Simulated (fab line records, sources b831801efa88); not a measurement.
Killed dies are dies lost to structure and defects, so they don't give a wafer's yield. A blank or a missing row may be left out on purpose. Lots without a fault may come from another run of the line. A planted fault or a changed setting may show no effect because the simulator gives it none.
A struck lot beside a sound one | flow sky130 | 16 steps out of a route of 708
Sound: wafers L679.3, L679.4, L679.5. Struck: wafers L677.1, L677.3, L677.6. The cause comes at the end.
At each step with rows: each side's tool, then ch and its chambers, then its first start. Under that, the readings that differ: sound wafers | struck wafers | difference of the means | sigmas: that difference in standard deviations of wafers without a fault.
alike: readings whose means differ by less than 2 such deviations, and words and numbers that are the same on both sides. not compared: withheld readings, readings that some wafer has no value for, bounds like >300 that may hide the same value, and numbers for which the record gives no deviation and whose values overlap.
The two part at a step that has a row with sigmas, a row that says differs or no value, or rows on one side only. Numbers that don't overlap but have no deviation are shown without sigmas and don't part them. A reading that every wafer of one side lacks parts them only if that side has two wafers or more.

first, 7 steps without rows for these wafers: SKY_METAL4_HMDS_06 (prime time 60 s); SKY_METAL4_COAT_07 (resist thk 60 nm); SKY_METAL4_COAT_08 (resist thk 1140 nm); SKY_METAL4_SOFTBAKE_09 (time 90 s); SKY_METAL4_EXPOSE_10 (exposes mask MM4, target cd 300 nm); SKY_METAL4_PEB_11; SKY_METAL4_DEVELOP_12 (develop time 60 s).
SKY_METAL4_CD_MEAS_13: target cd 300 nm.
  sound on cd_sem-01, day 45 23:04; struck on cd_sem-02, day 46 04:01
  alike: cd_nm
SKY_METAL4_OVL_MEAS_14:
  sound on overlay-02, day 45 23:10; struck on overlay-01, day 46 04:08
  alike: METAL4_OVL
SKY_METAL4_DESCUM_15: chemistry O2, time 8 s.
  sound on rie_metal-02 ch 1, day 45 23:12; struck on rie_metal-03 ch 0, day 46 04:11
  alike: drypump_motor_current_A, oes_product_au
  not compared: rf_hours_counter_h
SKY_METAL4_ETCH_16: etches BARC in N2/H2, stops on SiO2, time 88.2 s, target depth 60 nm.
  sound on rie_metal-02 ch 1, day 45 23:19; struck on rie_metal-03 ch 0, day 46 04:13
  alike: chamber_pressure_mTorr, drypump_motor_current_A, oes_product_au, throttle_valve_pct
  not compared: rf_hours_counter_h
SKY_METAL4_ETCH_17: etches SiO2 in C4F8/O2/Ar, stops on TiN, time 3.9 s, target depth 15 nm.
  sound on rie_diel-02 ch 1,2, day 45 23:26; struck on rie_diel-02 ch 0,3, day 46 04:19
  alike: chamber_pressure_mTorr, oes_product_au
  not compared: rf_hours_counter_h
SKY_METAL4_METAL_ETCH_18: etches the open film in Cl2/BCl3, stops on SiO2, target depth 845 nm, time 183.1 s.
  sound on rie_metal-01 ch 0,1, day 45 23:31; struck on rie_metal-02 ch 0, day 46 04:20
  reading                                       | sound               | struck            | difference | sigmas
  chamber_pressure_mTorr (mTorr)                | 10.008 9.997 10.000 | 7.990 7.998 8.008 | -2.003     | -99 or more
  model.KrF-thick_of_METAL4_COAT_08.thk_nm (nm) | 532 526.7 526.8     | 542.2 544 541.6   | +14.1      |
  alike: drypump_motor_current_A, oes_product_au, throttle_valve_pct
  not compared: rf_hours_counter_h
SKY_METAL4_STRIP_19: strips in O2/N2.
  sound on plasma_asher-02 ch 0,1, day 45 23:40; struck on plasma_asher-02 ch 0,1, day 46 04:31
  reading                      | sound          | struck         | difference | sigmas
  strip_time_to_endpoint_s (s) | 6.58 6.53 6.52 | 6.68 6.71 6.68 | +0.15      | +3
  alike: drypump_motor_current_A, oes_product_au
  not compared: rf_hours_counter_h
then, 1 step without rows for these wafers: SKY_METAL4_STRIP_20 (strips in post etch residue remover, time 1200 s).
SKY_PAD_OPEN_PROBE_99:
  the record has rows for the sound wafers here (prober-02, day 49 10:23) and none for the struck ones

WHERE THEY PART
First at SKY_METAL4_METAL_ETCH_18; last, within this record, at SKY_PAD_OPEN_PROBE_99.

WHY: what the simulator had put in
Process parameter drift: rie_metal-02, from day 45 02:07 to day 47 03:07, at SKY_METAL4_METAL_ETCH_18. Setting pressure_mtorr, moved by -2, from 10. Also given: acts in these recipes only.
